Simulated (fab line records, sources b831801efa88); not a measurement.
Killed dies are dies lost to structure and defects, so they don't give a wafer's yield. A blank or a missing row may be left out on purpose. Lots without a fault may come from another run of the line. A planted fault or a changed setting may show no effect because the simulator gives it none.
fab line records | flow sky130
record lots=6 wafers=18 last_day=50
route steps=708 shown VT_ADJUST_PCH@146 SONOS_TUNNEL@154 PAD_OPEN@708
lots that met no fault: from a run of the same line without faults
start_h: hours from the record's first day to the start of the lot's first wafer shown | wait_h: hours since the lot's step before | " the same as in the row above | L1.1+2: a row that stands for several wafers | - no value, or no start given | * or withheld: withheld | < > ~ a bound
route shown NAME@n: a module of which the file shows steps, and the number in the route of the first | usual: mean/standard deviation of fault-free wafers | same: alike in all rows | chamber/n: place in a boat | sites: the reading at each site | _std_site: their standard deviation | _edge_site: outer sites' mean less inner sites' | radius_mm: how far each site lies from the wafer's centre | mask NAME#n: copy n | behind: the tool/chamber that last shaped the wafer | hold: why the lot was held/for how many hours/how that ended | device: the transistor (n, p or np) that didn't switch | end of line: the same wafers' tests at the end of the route | a step without rows: its recipe alone | killed: dies lost to structure and defects at the first sort, not the wafer's yield | map: a wafer's dies, x killed, . not, _ none there
set.NAME: the setting as run; set.NAME@STEP: as run at that earlier step | model.NAME: the simulator's own value behind a step, which no gauge read
lots at some steps of the route; a table a step, a row a wafer
services: from which hour (start_h, from the record's first day; less than 0 if before it) a tool's chamber was out of use, for how many hours, and why
## steps
# step SKY_VT_ADJUST_PCH_SOFTBAKE_03
# recipe temp_c=110 time_s=withheld
# step SKY_VT_ADJUST_PCH_EXPOSE_04
# recipe mask_id=NWM na=0.6 source_shape=conventional sigma_outer=0.6 polarization=unpolarized target_cd_nm=840 dose_mj=255
# step SKY_VT_ADJUST_PCH_PEB_05
# recipe temp_c=115 time_s=withheld
# step SKY_VT_ADJUST_PCH_DEVELOP_06
# recipe wall_angle_deg=90 developer=TMAH develop_time_s=60 dev_temp_c=23
# step SKY_VT_ADJUST_PCH_OVL_MEAS_07
# usual VT_ADJUST_PCH_OVL=0.4/1.2
# columns lot.wafer tool chamber start_h wait_h VT_ADJUST_PCH_OVL[nm]
L987.1 overlay-02 - 218.72 - -1.2
L987.2 " - " " -0.7
L987.6 " - " " -0.4
L995.1 overlay-02 - 272.60 - -0.4
L995.3 " - " " -0.4
L995.5 " - " " -1.8
L999.3 overlay-02 - 304.28 - 0.4
L999.4 " - " " 2.0
L999.5 " - " " 1.7
L100.1 overlay-02 - 308.30 - 2.4
L100.2 " - " " 1.9
L100.6 " - " " 1.2
L108.2 overlay-01 - 374.20 - 1.9
L108.4 " - " " 0.2
L108.6 " - " " 1.5
L109.2 overlay-02 - 381.07 - -0.7
L109.4 " - " " -0.6
L109.5 " - " " 0.0
# step SKY_VT_ADJUST_PCH_IMPLANT_08
# recipe species=B energy_kev=10 dose_cm2=5e+11 tilt_deg=withheld
# step SKY_VT_ADJUST_PCH_STRIP_09
# recipe chemistry=O2/N2 power_w=1400 pressure_mtorr=1500 platen_temp_c=withheld o2_flow_sccm=3000 n2_flow_sccm=300 overash_fraction=0.5
# usual chamber_pressure_mTorr=1500.0/1.3 drypump_motor_current_A=5.7/0.45 n2_flow_sccm=300.0/0.91 o2_flow_sccm=3000/8.6 oes_product_au=0.722/0.0051 strip_time_to_endpoint_s=36.91/0.092
# columns lot.wafer tool chamber start_h wait_h chamber_pressure_mTorr drypump_motor_current_A n2_flow_sccm o2_flow_sccm oes_product_au rf_hours_counter_h strip_time_to_endpoint_s
L987.1 plasma_asher-01 1 218.90 0.1 1502.8 5.0 298.8 2985 0.724 48 36.87
L987.2 " 0 " " 1501.3 6.4 301.1 3003 0.723 48 36.82
L987.6 " 0 " " 1500.6 6.4 300.5 3003 0.728 - 36.84
L995.1 plasma_asher-02 0 272.78 0.1 1499.6 6.1 300.0 3001 0.723 46 36.89
L995.3 " 0 " " 1498.6 6.1 300.0 3002 0.722 - 36.86
L995.5 " 1 " " 1500.6 5.5 299.1 3008 0.712 - 36.81
L999.3 plasma_asher-01 1 304.49 0.1 1499.4 5.0 300.4 2975 0.723 - 36.88
L999.4 " 0 " " 1496.1 6.4 299.6 2990 0.730 - 36.82
L999.5 " 1 " " 1501.7 5.0 300.5 2988 0.727 - 36.93
L100.1 plasma_asher-01 0 308.48 0.1 1497.5 6.4 301.2 2991 0.718 57 36.92
L100.2 " 1 " " 1500.2 5.0 299.3 2991 0.718 57 36.87
L100.6 " 0 " " 1498.5 6.4 300.8 3002 0.712 - 36.89
L108.2 plasma_asher-01 0 374.38 0.1 1499.4 6.4 300.5 2980 0.719 63 36.99
L108.4 " 1 " " 1499.8 5.0 300.2 2992 0.724 - 36.85
L108.6 " 1 " " 1499.4 5.0 300.6 3000 0.719 - 36.93
L109.2 plasma_asher-03 1 381.25 0.1 1500.0 5.7 300.5 3004 0.719 26 36.96
L109.4 " 1 " " 1496.9 5.7 300.2 2996 0.733 - 36.96
L109.5 " 1 " " 1502.6 5.7 300.6 3005 0.722 - 36.96
# step SKY_VT_ADJUST_PCH_TW_MEAS_10
# usual VT_ADJUST_PCH_TW=144.4/1.1
# columns lot.wafer tool chamber start_h wait_h VT_ADJUST_PCH_TW
L987.1 film_metro-02 - 219.00 0.1 143.6
L987.2 " - " " 144.2
L987.6 " - " " 143.0
L995.1 film_metro-04 - 272.88 0.1 144.5
L995.3 " - " " 144.1
L995.5 " - " " 144.7
L999.3 film_metro-04 - 304.57 0.1 144.6
L999.4 " - " " 144.2
L999.5 " - " " 144.5
L100.1 film_metro-02 - 308.58 0.1 143.9
L100.2 " - " " 143.7
L100.6 " - " " 144.2
L108.2 film_metro-04 - 374.49 0.1 145.7
L108.4 " - " " 144.8
L108.6 " - " " 145.4
L109.2 film_metro-02 - 381.36 0.1 144.4
L109.4 " - " " 144.4
L109.5 " - " " 144.2
# step SKY_SONOS_TUNNEL_DEHYDRATE_00
# recipe temp_c=200 time_s=60
# step SKY_SONOS_TUNNEL_HMDS_01
# recipe prime_time_s=60 prime_temp_c=120
# step SKY_SONOS_TUNNEL_COAT_02
# recipe resist=NOVOLAK spin_rpm=3000 resist_thk_nm=1140
# step SKY_SONOS_TUNNEL_SOFTBAKE_03
# recipe temp_c=90 time_s=60 resist=NOVOLAK
# step SKY_SONOS_TUNNEL_EXPOSE_04
# recipe mask_id=TUNM na=0.6 source_shape=conventional sigma_outer=0.6 polarization=unpolarized target_cd_nm=410 dose_mj=136
# usual exposure_dose_mJ_cm2=135.98/0.13 focus_offset_nm=-0.2/0.57
# columns lot.wafer tool chamber start_h wait_h mask exposure_dose_mJ_cm2 focus_offset_nm
L987.1 iline_stepper-01 0 229.02 - TUNM#0 136.03 0.2
L987.2 " 0 " " TUNM#0 135.87 -0.1
L987.6 " 0 " " TUNM#0 135.96 0.1
L995.1 iline_stepper-02 0 284.93 - TUNM#0 135.94 -0.3
L995.3 " 0 " " TUNM#0 135.97 0.5
L995.5 " 0 " " TUNM#0 135.92 -1.0
L999.3 iline_stepper-01 0 316.81 - TUNM#0 93.04 0.5
L999.4 " 0 " " TUNM#0 93.05 -0.1
L999.5 " 0 " " TUNM#0 92.90 -0.4
L100.1 iline_stepper-01 0 321.15 - TUNM#0 93.09 -0.4
L100.2 " 0 " " TUNM#0 92.83 -0.5
L100.6 " 0 " " TUNM#0 92.90 0.5
L108.2 iline_stepper-02 0 388.15 - TUNM#0 136.16 -0.4
L108.4 " 0 " " TUNM#0 135.95 -0.2
L108.6 " 0 " " TUNM#0 136.03 -0.9
L109.2 iline_stepper-02 0 395.13 - TUNM#0 135.92 -0.5
L109.4 " 0 " " TUNM#0 135.79 0.5
L109.5 " 0 " " TUNM#0 135.75 0.5
# step SKY_SONOS_TUNNEL_PEB_05
# recipe temp_c=withheld time_s=* resist=NOVOLAK
# step SKY_SONOS_TUNNEL_DEVELOP_06
# recipe resist=NOVOLAK developer=TMAH develop_time_s=60 dev_temp_c=23
# step SKY_SONOS_TUNNEL_CD_MEAS_07
# recipe target_cd_nm=410
# usual cd_nm=409.9/2.7
# columns lot.wafer tool chamber start_h wait_h cd_nm
L987.1 cd_sem-02 - 240.08 0.1 412.6
L987.2 " - " " 412.5
L987.6 " - " " 413.8
L995.1 cd_sem-01 - 296.25 0.1 407.2
L995.3 " - " " 407.3
L995.5 " - " " 408.6
L999.3 cd_sem-01 - 329.12 0.1 299.1
L999.4 " - " " 300.3
L999.5 " - " " 301.4
L100.1 cd_sem-02 - 333.73 0.1 302.5
L100.2 " - " " 301.8
L100.6 " - " " 301.7
L108.2 cd_sem-02 - 402.70 0.1 412.8
L108.4 " - " " 413.7
L108.6 " - " " 412.8
L109.2 cd_sem-02 - 410.10 0.1 411.0
L109.4 " - " " 414.2
L109.5 " - " " 412.8
# step SKY_SONOS_TUNNEL_OVL_MEAS_08
# usual SONOS_TUNNEL_OVL=-0.5/1.5
# columns lot.wafer tool chamber start_h wait_h SONOS_TUNNEL_OVL[nm]
L987.1 overlay-01 - 240.20 0.1 0.8
L987.2 " - " " 1.1
L987.6 " - " " 1.9
L995.1 overlay-01 - 296.37 0.1 -2.2
L995.3 " - " " -0.6
L995.5 " - " " -1.1
L999.3 overlay-01 - 329.21 0.1 2.2
L999.4 " - " " 1.5
L999.5 " - " " 1.1
L100.1 overlay-02 - 333.85 0.1 -1.3
L100.2 " - " " -0.6
L100.6 " - " " -0.4
L108.2 overlay-01 - 402.81 0.1 -1.6
L108.4 " - " " -0.2
L108.6 " - " " -1.6
L109.2 overlay-02 - 410.21 0.1 -0.9
L109.4 " - " " -2.9
L109.5 " - " " -0.1
# step SKY_PAD_OPEN_PROBE_99
# usual killed_at_M0_to_M3=42/7.4 killed_at_M4_up=3.4/1.8 killed_at_contacts=25/5.4 killed_at_front_end=15/4.4 killed_at_other=0.2/0.52 killed_dies=86/9.3 killed_open=47/7.6 killed_short=39/6.5
# same gross_dies=492 killed_at_back_side=0
# columns lot.wafer tool chamber start_h wait_h killed_at_M0_to_M3 killed_at_M4_up killed_at_contacts killed_at_front_end killed_at_other killed_dies killed_open killed_short model.etest.sonos_programmed.off_log10_a_um model.etest.sonos_uncharged.vt_v
L987.1 prober-02 - 1071.98 0.1 40 4 25 14 3 86 50 36 -13.99 -0.4632
L987.2 prober-02 - 1072.03 0.1 44 5 23 8 0 80 46 34 -14.04 -0.4336
L987.6 prober-02 - 1072.23 0.2 47 5 20 15 0 87 53 34 -13.92 -0.4087
L995.1 prober-02 - 1113.62 0.1 39 4 20 8 0 71 35 36 -13.92 -0.4348
L995.3 prober-02 - 1113.72 0.2 43 2 15 20 0 80 46 34 -13.99 -0.4979
L995.5 prober-02 - 1113.82 0.2 39 3 30 16 0 88 49 39 -14.1 -0.4325
L999.3 prober-02 - 1138.31 0.2 61 5 19 16 0 101 61 40 -13.9 -0.5005
L999.4 prober-02 - 1138.36 0.2 38 10 24 20 0 92 59 33 -13.74 -0.4489
L999.5 prober-02 - 1138.41 0.2 60 5 24 17 0 106 59 47 -13.76 -0.4873
L100.1 prober-01 - 1140.40 0.1 58 5 19 23 0 105 53 52 -14.03 -0.4256
L100.2 prober-01 - 1140.45 0.1 53 3 26 18 1 101 57 44 -13.69 -0.4812
L100.6 prober-01 - 1140.65 0.2 48 3 15 10 0 76 46 30 -13.78 -0.4816
L108.2 prober-02 - 1186.70 0.1 43 2 28 16 0 89 44 45 -13.96 -0.4688
L108.4 prober-02 - 1186.80 0.2 37 6 25 14 0 82 40 42 -14.04 -0.4209
L108.6 prober-02 - 1186.90 0.2 37 5 28 9 0 79 37 42 -14.01 -0.4665
L109.2 prober-01 - 1188.20 0.1 35 5 33 13 0 86 43 43 -14.06 -0.4606
L109.4 prober-01 - 1188.30 0.2 38 3 21 6 0 68 44 24 -13.97 -0.4599
L109.5 prober-01 - 1188.35 0.2 31 5 30 17 0 83 46 37 -14.08 -0.3705
# killed by level:class
L987.1 VIA1:geometric_particle:open=10 METAL2:geometric_particle:short=10 LI_CONTACT:geometric_particle:open=9 CONTACT:geometric_particle:open=9 FIELD_ISO:geometric_particle:open=6 METAL1:geometric_particle:short=6 VIA3:geometric_particle:open=5 CONTACT:geometric_particle:short=4
L987.2 METAL1:geometric_particle:short=10 VIA3:geometric_particle:open=8 VIA1:geometric_particle:open=7 LI_CONTACT:geometric_particle:open=6 CONTACT:geometric_particle:open=6 LOCAL_INTERCONNECT:geometric_particle:short=5 VIA2:geometric_particle:open=5 POLY_GATE:geometric_particle:open=4
L987.6 CONTACT:geometric_particle:open=10 VIA1:geometric_particle:open=10 METAL2:geometric_particle:short=7 VIA2:geometric_particle:open=7 VIA3:geometric_particle:open=7 FIELD_ISO:geometric_particle:short=4 LI_CONTACT:geometric_particle:open=4 CONTACT:geometric_particle:short=4
L995.1 VIA3:geometric_particle:open=7 LI_CONTACT:geometric_particle:open=6 VIA1:geometric_particle:open=6 CONTACT:geometric_particle:open=5 METAL2:geometric_particle:short=4 CONTACT:geometric_particle:short=4 VIA2:geometric_particle:short=4 VIA3:geometric_particle:short=4
L995.3 VIA1:geometric_particle:open=11 VIA2:geometric_particle:open=9 FIELD_ISO:geometric_particle:short=8 FIELD_ISO:geometric_particle:open=6 CONTACT:geometric_particle:open=6 LI_CONTACT:geometric_particle:open=5 VIA1:geometric_particle:short=5 VIA3:geometric_particle:open=5
L995.5 LI_CONTACT:geometric_particle:open=10 VIA2:geometric_particle:open=9 VIA1:geometric_particle:short=8 VIA3:geometric_particle:open=6 CONTACT:geometric_particle:open=6 LOCAL_INTERCONNECT:geometric_particle:short=5 VIA1:geometric_particle:open=5 POLY_GATE:geometric_particle:open=4
L999.3 VIA1:geometric_particle:open=16 VIA3:geometric_particle:open=11 VIA2:geometric_particle:open=10 VIA1:geometric_particle:short=6 METAL2:geometric_particle:short=6 LI_CONTACT:geometric_particle:open=5 METAL4:geometric_particle:short=5 POLY_GATE:geometric_particle:open=4
L999.4 CONTACT:geometric_particle:open=11 VIA2:geometric_particle:open=11 VIA1:geometric_particle:open=8 POLY_GATE:geometric_particle:open=7 METAL1:geometric_particle:short=7 LI_CONTACT:geometric_particle:open=6 METAL4:geometric_particle:short=6 VIA3:geometric_particle:open=4
L999.5 VIA2:geometric_particle:open=14 CONTACT:geometric_particle:open=10 LI_CONTACT:geometric_particle:open=9 VIA1:geometric_particle:open=9 VIA3:geometric_particle:open=9 VIA1:geometric_particle:short=7 METAL1:geometric_particle:short=6 FIELD_ISO:geometric_particle:short=5
L100.1 VIA1:geometric_particle:open=12 VIA1:geometric_particle:short=10 VIA2:geometric_particle:open=7 FIELD_ISO:geometric_particle:short=6 POLY_GATE:geometric_particle:open=6 LI_CONTACT:geometric_particle:open=6 VIA2:geometric_particle:short=6 FIELD_ISO:geometric_particle:open=5
L100.2 VIA2:geometric_particle:open=16 VIA1:geometric_particle:open=10 CONTACT:geometric_particle:open=8 LI_CONTACT:geometric_particle:open=7 METAL2:geometric_particle:short=7 LOCAL_INTERCONNECT:geometric_particle:short=6 FIELD_ISO:geometric_particle:short=4 POLY_GATE:geometric_particle:short=4
L100.6 METAL2:geometric_particle:short=9 CONTACT:geometric_particle:open=8 VIA1:geometric_particle:open=7 VIA2:geometric_particle:open=7 LI_CONTACT:geometric_particle:open=6 VIA3:geometric_particle:open=6 METAL1:geometric_particle:short=5 VIA2:geometric_particle:short=5
L108.2 VIA2:geometric_particle:open=12 LI_CONTACT:geometric_particle:open=7 CONTACT:geometric_particle:short=7 METAL1:geometric_particle:short=7 VIA3:geometric_particle:open=6 FIELD_ISO:geometric_particle:open=5 LOCAL_INTERCONNECT:geometric_particle:short=5 FIELD_ISO:geometric_particle:short=4
L108.4 CONTACT:geometric_particle:open=8 VIA1:geometric_particle:open=8 LI_CONTACT:geometric_particle:open=7 METAL1:geometric_particle:short=7 VIA2:geometric_particle:open=6 FIELD_ISO:geometric_particle:short=5 FIELD_ISO:geometric_particle:open=5 CONTACT:geometric_particle:short=4
L108.6 VIA2:geometric_particle:open=8 LI_CONTACT:geometric_particle:open=7 CONTACT:geometric_particle:short=7 VIA1:geometric_particle:open=6 CONTACT:geometric_particle:open=5 VIA3:geometric_particle:short=5 LOCAL_INTERCONNECT:geometric_particle:short=4 VIA1:geometric_particle:short=4
L109.2 CONTACT:geometric_particle:open=13 LI_CONTACT:geometric_particle:open=9 POLY_GATE:geometric_particle:short=5 VIA1:geometric_particle:open=5 VIA1:geometric_particle:short=5 LOCAL_INTERCONNECT:geometric_particle:short=4 METAL1:geometric_particle:short=4 VIA3:geometric_particle:short=4
L109.4 VIA3:geometric_particle:open=9 VIA2:geometric_particle:open=9 LI_CONTACT:geometric_particle:open=8 METAL1:geometric_particle:short=6 VIA1:geometric_particle:open=6 METAL2:geometric_particle:short=4 CONTACT:geometric_particle:open=4 FIELD_ISO:geometric_particle:open=3
L109.5 CONTACT:geometric_particle:open=13 CONTACT:geometric_particle:short=8 METAL2:geometric_particle:open=6 VIA1:geometric_particle:open=5 POLY_GATE:geometric_particle:short=4 METAL1:geometric_particle:short=4 VIA2:geometric_particle:open=4 METAL4:geometric_particle:short=4
## services
# columns tool chamber start_h hours kind
plasma_asher-03 - 210.47 2.5 repair
iline_stepper-02 - 224.34 1.7 pm
plasma_asher-02 - 267.51 2.9 repair
plasma_asher-02 - 293.43 8.1 repair
iline_stepper-02 - 342.11 2.8 repair
plasma_asher-02 - 347.59 2.8 pm
iline_stepper-01 - 391.35 8.9 pm
## key
first_sign step=SKY_SONOS_TUNNEL_EXPOSE_04 reading=exposure_dose_mJ_cm2 direction=down sigmas=99+ usual=* struck=*
effect step=SKY_SONOS_TUNNEL_CD_MEAS_07 reading=cd_nm direction=down sigmas=40 usual=409.9 struck=301.1
model_effect step=SKY_PAD_OPEN_PROBE_99 value=etest.sonos_programmed.off_log10_a_um without=-13.94 struck=-13.82
met_at SKY_SONOS_TUNNEL_EXPOSE_04
struck_wafers L999.3,L999.4,L999.5,L100.1,L100.2,L100.6
tester_left_out L999,L100
onset_between 229.02 316.81
fault kind=process_parameter_drift tool=iline_stepper-01 chamber=- onset_h=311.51 steps=SKY_SONOS_TUNNEL_EXPOSE_04 channel=dose_mj offset=-43.066 shape=step acts_in=these_recipes_only stated=136
# tester_left_out: of these lots the tester's yield and bins aren't shown, on N5 and GAA mostly nor the transistor test; their killed dies are dies lost to structure and defects alone, not to doping, threshold or leakage, so they don't give the yield
